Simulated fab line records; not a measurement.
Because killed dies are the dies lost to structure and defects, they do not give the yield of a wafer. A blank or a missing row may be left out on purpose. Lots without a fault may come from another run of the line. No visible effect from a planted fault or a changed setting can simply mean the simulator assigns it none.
Code-filled problem report in 8D (eight disciplines) form || flow sky130 || the parts of the form that need people (team, actions taken, sign-off) are left out

1. THE ISSUE
Wafers without a fault read 24, standard deviation 5.9; killed at contacts at SKY_PAD_OPEN_PROBE_99 reads a mean of 74 on 5 wafers belonging to 2 lots. That is +8.4 standard deviations from the usual mean.
First seen on wafer L736.2, day 47 14:20, on prober-01. Wafers with a number at this step in the record: 39, from 13 lots. Rule for "out" (also "out of limits"): further than 4 standard deviations from the usual mean. The other wafers with a number count as sound.

2. WHAT THIS IS AND IS NOT
{"question": "which readings at this step", "is": "killed at contacts", "is not": "killed_at_M0_to_M3, killed_at_M4_up, killed at front end, killed at other"}
{"question": "which lots", "is": "L736, L738", "is not": "L732, L733, L741, L743, L744, L747, L748, L749, L750, L752, L753"}
{"question": "which wafers of those lots", "is": "L736.2, L736.3, L736.6, L738.4, L738.5", "is not": "L738.3"}
{"question": "read on which tools", "is": "prober-01, prober-02", "is not": "-"}
{"question": "when", "is": "from day 47 14:20", "is not": "up to then (6 sound wafers); but 28 sound wafers of L738, L741, L743, L744, L747, L748, L749, L750, L752, L753 came after"}

3. THE SUSPECTS, EACH WITH WHAT RULES IT OUT
Counting: if a tool at a process step up to the reading ran every lot that is out, it stays a suspect. Sound lots after the first of them don't rule it out here, since some wafers of a struck lot are sound.
- cvd w-02 at SKY_CONTACT_CVD_24 (deposits W, target thk 340 nm, time 102.12 s): kept. It ran every lot that is out, first L736 (day 33 20:27); its last sound lot up to then is L733 (day 32 10:51).
- Within cvd w-02 at SKY_CONTACT_CVD_24: the wafers that are out ran in chamber 0; their sound lot-mates ran in chamber 1.
Remaining after the count: cvd w-02 at SKY_CONTACT_CVD_24.

4. THE CAUSE (what the simulator had put in)
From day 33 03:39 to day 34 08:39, cvd w-02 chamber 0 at SKY_CONTACT_CVD_24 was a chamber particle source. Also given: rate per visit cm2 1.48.
The count eliminated every tool but this one.

5. SEQUENCE OF EFFECTS, ordered by route
Rows list readings where the struck wafers' mean (over those with a number) sits beyond 3 standard deviations from the usual. Scope: only readings with a usual standard deviation given in the record; hours: median across lots of the time from each lot's start at the first step in this table that gives one to its start at this step; sigmas: change in usual standard deviations.
{"hours": 0, "step": "SKY_PAD_OPEN_PROBE_99", "reading": "killed at contacts", "usual": 24, "on struck wafers": 74, "change": "+50", "sigmas": "+8.4"}
{"hours": 0, "step": "SKY_PAD_OPEN_PROBE_99", "reading": "killed dies", "usual": 86, "on struck wafers": 131, "change": "+45", "sigmas": "+4.7"}
Here are the process steps it includes:
- SKY_PAD_OPEN_PROBE_99

6. HOW IT WOULD HAVE BEEN CAUGHT EARLIER
The fault began at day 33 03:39; the first out-of-limits reading in this record came at day 47 14:20, 347 hours later.
Tool readings at SKY_CONTACT_CVD_24 with a usual standard deviation given in the record: none out on any struck wafer, hence no alarm at a limit of 4 standard deviations on them.
By day 47 14:20, every lot that is out (2) had started SKY_CONTACT_CVD_24 on cvd w-02. Holding the tool at that point would not have protected any of them.
